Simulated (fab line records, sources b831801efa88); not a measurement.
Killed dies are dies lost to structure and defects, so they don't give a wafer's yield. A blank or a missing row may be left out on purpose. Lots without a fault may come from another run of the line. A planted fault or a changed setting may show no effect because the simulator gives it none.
Which tool did it? | flow sfq_line | 15 lots, 45 wafers sampled, at 2 steps of a route of 325

WHAT THE GAUGES READ, wafer by wafer
SFQ_M3_RS_MEAS_919: measures by four-point-probe.
lot  | measured     | on            | M3_NB_RS (ohm/sq)
L772 | day 25 13:16 | film_metro-01 | 0.889 0.893 0.889
L773 | day 25 21:11 | film_metro-03 | 0.895 0.895 0.895
L776 | day 27 04:25 | film_metro-04 | 0.905 0.912 0.906
L777 | day 27 08:00 | film_metro-03 | 0.895 0.896 0.904
L778 | day 27 16:24 | film_metro-03 | 0.899 0.905 0.908
L781 | day 29 22:29 | film_metro-04 | 0.900 0.914 0.907
L782 | day 30 07:54 | film_metro-04 | 0.893 0.894 0.886
L785 | day 30 19:52 | film_metro-01 | 0.895 0.894 0.890
L786 | day 31 04:41 | film_metro-03 | 0.452 0.448 0.450
L787 | day 31 14:39 | film_metro-04 | 0.910 0.915 0.909
L788 | day 31 18:28 | film_metro-03 | 0.438 0.436 0.440
L790 | day 32 12:15 | film_metro-01 | 0.894 0.892 0.883
L791 | day 32 15:52 | film_metro-03 | 0.887 0.890 0.887
L792 | day 33 00:01 | film_metro-03 | 0.436 0.437 0.438
L795 | day 33 10:34 | film_metro-04 | 0.889 0.887 0.895

WHICH TOOL RAN EACH LOT (tool, then ch and the chambers of the sampled wafers, then the start)
lot  | SFQ_TRILAYER_M3_DEP_SPUTTER_073
L772 | pvd_sputter-05, day 25 13:10
L773 | pvd_sputter-03, day 25 21:05
L776 | pvd_sputter-04, day 27 04:16
L777 | pvd_sputter-05, day 27 07:53
L778 | pvd_sputter-03, day 27 16:16
L781 | pvd_sputter-03, day 29 22:21
L782 | pvd_sputter-03, day 30 07:47
L785 | pvd_sputter-04, day 30 19:46
L786 | pvd_sputter-04, day 31 04:20
L787 | pvd_sputter-04, day 31 14:31
L788 | pvd_sputter-05, day 31 18:07
L790 | pvd_sputter-05, day 32 12:07
L791 | pvd_sputter-03, day 32 15:43
L792 | pvd_sputter-03, day 32 23:40
L795 | pvd_sputter-03, day 33 10:28
- SFQ_TRILAYER_M3_DEP_SPUTTER_073: material Nb, target thk 200 nm, time 133.3 s.

WHAT THE TOOLS THEMSELVES READ (means of the sampled wafers that have a number; where no wafer has one, the mark that the record gives instead)
SFQ_TRILAYER_M3_DEP_SPUTTER_073.
lot  | tool           | cathode_dc_power_W (W) | throttle_valve_pct (%)
L772 | pvd_sputter-05 | 2000.2                 | 30.3
L773 | pvd_sputter-03 | 2000.4                 | 30.6
L776 | pvd_sputter-04 | 2000.0                 | 30.3
L777 | pvd_sputter-05 | 1999.7                 | 30.5
L778 | pvd_sputter-03 | 1999.9                 | 30.9
L781 | pvd_sputter-03 | 2000.2                 | 30.2
L782 | pvd_sputter-03 | 1999.6                 | 30.5
L785 | pvd_sputter-04 | 2000.2                 | 32.2
L786 | pvd_sputter-04 | 2000.1                 | 31.4
L787 | pvd_sputter-04 | 1999.4                 | 31.0
L788 | pvd_sputter-05 | 2000.1                 | 30.4
L790 | pvd_sputter-05 | 1999.7                 | 29.9
L791 | pvd_sputter-03 | 2000.0                 | 30.9
L792 | pvd_sputter-03 | 2000.2                 | 29.9
L795 | pvd_sputter-03 | 1999.9                 | 30.4

THE ANSWER, worked out from the rows above alone
Rule: what is usual is taken from the lots themselves. Put in order of their means at a reading, lots are off if they are a third of the lots or fewer, leave a main group of 4 or more, and stand apart from it by a gap of 3 or more times the standard deviation of the main group's means; of several such gaps the widest counts. A main group whose means are all the same, to the digits that the tables above print for the reading, isn't used. A lot without any number at a reading at which 4 lots or more have one is off too. The other lots that the step has rows for count as sound. The gauges are gone through in route order, then the tools' own readings, and for those a lot's mean is taken as printed above. The first step at which some lot is off is used, and at that step the reading that is off furthest; a lot without a number counts as furthest.
Off: L786, L788, L792, at SFQ_M3_RS_MEAS_919 (M3_NB_RS). The main group: mean 0.897 ohm/sq, standard deviation 0.0079.
A tool fits if, at a process step before that reading, it ran every lot that is off, and no sound lot after the first of them. The gauges at SFQ_M3_RS_MEAS_919 are tried like those tools. None of those tried fits.

WHAT THE SIMULATOR HAD PUT IN
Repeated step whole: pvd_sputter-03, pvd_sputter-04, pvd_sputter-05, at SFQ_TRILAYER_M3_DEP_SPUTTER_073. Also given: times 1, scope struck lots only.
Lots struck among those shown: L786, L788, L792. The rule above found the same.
